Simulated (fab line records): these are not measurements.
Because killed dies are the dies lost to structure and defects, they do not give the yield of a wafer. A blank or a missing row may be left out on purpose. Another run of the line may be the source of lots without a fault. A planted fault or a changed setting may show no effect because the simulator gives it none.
Lot-split experiment / flow sfq_line / on a route of 325 steps: 5 lots, 23 wafers read

ABOUT THE SPLIT
At SFQ_TRILAYER_M6_DEP_SPUTTER_157 (material Nb, target thk 200 nm, time 133.3 s), the setting power_w was moved away from the recipe's 2000 W on 6 of the 23 wafers read, by -7.7% to -7.2%. This setting was run at the recipe's value on the other wafers.

FROM THE SPLIT TO THE READING: what the file shows between them, 2 steps
- SFQ_M6_RS_MEAS_938: measures by four-point-probe
- SFQ_TRILAYER_M6_BARC_OPEN_METAL_ETCH_206: etches BARC in O2, target depth 125 nm, time 41.7 s (also split here: bias_w)

THE READING
oes_product_au, in a.u., at SFQ_TRILAYER_M6_ETCH_METAL_ETCH_162 (etches Nb in Cl2/Ar, stops on SiO2, target depth 240 nm, time 116.9 s). Typical for fault-free wafers on this fab line: 0.907 a.u., with standard deviation 0.007 a.u.

wafer=L074.1; tool, chamber at the split=pvd_sputter-05, -; power_w as run, W=1846; against the recipe=-7.7%; oes_product_au, a.u.=0.863; against lot-mates on the recipe=-0.046
wafer=L074.2; tool, chamber at the split=pvd_sputter-05, -; power_w as run, W=1846; against the recipe=-7.7%; oes_product_au, a.u.=0.870; against lot-mates on the recipe=-0.039
wafer=L074.4; tool, chamber at the split=pvd_sputter-05, -; power_w as run, W=2000; against the recipe=recipe; oes_product_au, a.u.=0.906; against lot-mates on the recipe=-
wafer=L074.5; tool, chamber at the split=pvd_sputter-05, -; power_w as run, W=2000; against the recipe=recipe; oes_product_au, a.u.=0.911; against lot-mates on the recipe=-
wafer=L074.6; tool, chamber at the split=pvd_sputter-05, -; power_w as run, W=1846; against the recipe=-7.7%; oes_product_au, a.u.=0.865; against lot-mates on the recipe=-0.044
wafer=L075.1; tool, chamber at the split=pvd_sputter-04, -; power_w as run, W=2000; against the recipe=recipe; oes_product_au, a.u.=0.906; against lot-mates on the recipe=-
wafer=L075.3; tool, chamber at the split=pvd_sputter-04, -; power_w as run, W=2000; against the recipe=recipe; oes_product_au, a.u.=0.911; against lot-mates on the recipe=-
wafer=L075.5; tool, chamber at the split=pvd_sputter-04, -; power_w as run, W=2000; against the recipe=recipe; oes_product_au, a.u.=0.908; against lot-mates on the recipe=-
wafer=L077.2; tool, chamber at the split=pvd_sputter-03, -; power_w as run, W=2000; against the recipe=recipe; oes_product_au, a.u.=0.904; against lot-mates on the recipe=-
wafer=L077.3; tool, chamber at the split=pvd_sputter-03, -; power_w as run, W=2000; against the recipe=recipe; oes_product_au, a.u.=0.894; against lot-mates on the recipe=-
wafer=L077.4; tool, chamber at the split=pvd_sputter-03, -; power_w as run, W=2000; against the recipe=recipe; oes_product_au, a.u.=0.896; against lot-mates on the recipe=-
wafer=L077.5; tool, chamber at the split=pvd_sputter-03, -; power_w as run, W=2000; against the recipe=recipe; oes_product_au, a.u.=0.901; against lot-mates on the recipe=-
wafer=L077.6; tool, chamber at the split=pvd_sputter-03, -; power_w as run, W=2000; against the recipe=recipe; oes_product_au, a.u.=0.909; against lot-mates on the recipe=-
wafer=L078.2; tool, chamber at the split=pvd_sputter-05, -; power_w as run, W=2000; against the recipe=recipe; oes_product_au, a.u.=0.925; against lot-mates on the recipe=-
wafer=L078.3; tool, chamber at the split=pvd_sputter-05, -; power_w as run, W=2000; against the recipe=recipe; oes_product_au, a.u.=0.911; against lot-mates on the recipe=-
wafer=L078.4; tool, chamber at the split=pvd_sputter-05, -; power_w as run, W=2000; against the recipe=recipe; oes_product_au, a.u.=0.903; against lot-mates on the recipe=-
wafer=L078.5; tool, chamber at the split=pvd_sputter-05, -; power_w as run, W=2000; against the recipe=recipe; oes_product_au, a.u.=0.929; against lot-mates on the recipe=-
wafer=L078.6; tool, chamber at the split=pvd_sputter-05, -; power_w as run, W=2000; against the recipe=recipe; oes_product_au, a.u.=0.907; against lot-mates on the recipe=-
wafer=L082.1; tool, chamber at the split=pvd_sputter-04, -; power_w as run, W=1856; against the recipe=-7.2%; oes_product_au, a.u.=0.858; against lot-mates on the recipe=-0.045
wafer=L082.2; tool, chamber at the split=pvd_sputter-04, -; power_w as run, W=1856; against the recipe=-7.2%; oes_product_au, a.u.=0.876; against lot-mates on the recipe=-0.027
wafer=L082.3; tool, chamber at the split=pvd_sputter-04, -; power_w as run, W=2000; against the recipe=recipe; oes_product_au, a.u.=0.900; against lot-mates on the recipe=-
wafer=L082.4; tool, chamber at the split=pvd_sputter-04, -; power_w as run, W=1856; against the recipe=-7.2%; oes_product_au, a.u.=0.865; against lot-mates on the recipe=-0.038
wafer=L082.6; tool, chamber at the split=pvd_sputter-04, -; power_w as run, W=2000; against the recipe=recipe; oes_product_au, a.u.=0.907; against lot-mates on the recipe=-

THE FIT
A straight line over all 23 wafers: oes_product_au changes by +0.00554 a.u. for each +1% of power_w; r = +0.92; the points scatter about the line by 0.0083 a.u.
The same after taking each lot's own level away (the mean of its wafers on the recipe; 23 wafers): +0.00535 a.u. for each +1%; r = +0.94; scatter 0.0066 a.u.
That fit puts the effect of the largest move of power_w on the reading at 0.041 a.u.
Across the lots, their own levels run from 0.9008 to 0.9150 a.u., a range of 2.0 times the standard deviation given above.
The two slopes are in agreement: the lot-to-lot level therefore moves the slope only a little.
Check: -0.0403 a.u. against its lot-mates is what the line predicts for one of the wafers moved furthest among these (-7.7%) when that wafer is left out of the fit. Against them it came out at -0.0455 a.u.

OTHER SPLITS APPLIED TO THESE WAFERS
Note: prior to the reading, these wafers also went through further splits. Each is held against what the fit with the lots' levels taken away leaves over:
other split on the same wafers=SFQ_TRILAYER_JJ_CE_LITHO_EXPOSE_115 dose_mj; wafers away from the commonest value=10; r with oes_product_au (lot level and that fit taken away)=-0.12
other split on the same wafers=SFQ_TRILAYER_M5_LITHO_COAT_128 spin_rpm; wafers away from the commonest value=10; r with oes_product_au (lot level and that fit taken away)=-0.09
other split on the same wafers=SFQ_TRILAYER_R5_DEP_SPUTTER_132 time_s; wafers away from the commonest value=8; r with oes_product_au (lot level and that fit taken away)=+0.17
other split on the same wafers=SFQ_TRILAYER_R5_LITHO_COAT_141 spin_rpm; wafers away from the commonest value=5; r with oes_product_au (lot level and that fit taken away)=-0.15
other split on the same wafers=SFQ_TRILAYER_I5_LITHO_COAT_149 resist_thk_nm; wafers away from the commonest value=7; r with oes_product_au (lot level and that fit taken away)=+0.01
other split on the same wafers=SFQ_TRILAYER_C5_LITHO_EXPOSE_152 dose_mj; wafers away from the commonest value=9; r with oes_product_au (lot level and that fit taken away)=+0.46
other split on the same wafers=SFQ_TRILAYER_M6_BARC_OPEN_METAL_ETCH_206 bias_w; wafers away from the commonest value=9; r with oes_product_au (lot level and that fit taken away)=+0.22

THE WHOLE CHAIN: every reading that the file lists as answering this split, in the file's order
step=SFQ_TRILAYER_M6_DEP_SPUTTER_157; what it does=material Nb, target thk 200 nm, time 133.3 s; reading=Nb_of_TRILAYER_M6_DEP_SPUTTER_157.thk_nm (the simulator's own value, which no gauge read); change (the file's fit)=+1.97 nm for each +1% of the setting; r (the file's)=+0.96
step=SFQ_M6_RS_MEAS_938; what it does=measures by four-point-probe; reading=M6_NB_RS; change (the file's fit)=-0.00959 for each +1% of the setting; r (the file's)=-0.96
step=SFQ_TRILAYER_M6_ETCH_METAL_ETCH_162; what it does=etches Nb in Cl2/Ar, stops on SiO2, target depth 240 nm, time 116.9 s; reading=oes_product_au; change (the file's fit)=+0.00537 a.u. for each +1% of the setting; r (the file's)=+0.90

THE FILE'S OWN FIT
oes_product_au changes by +0.00537 a.u. for each +1% of power_w, r = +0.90.
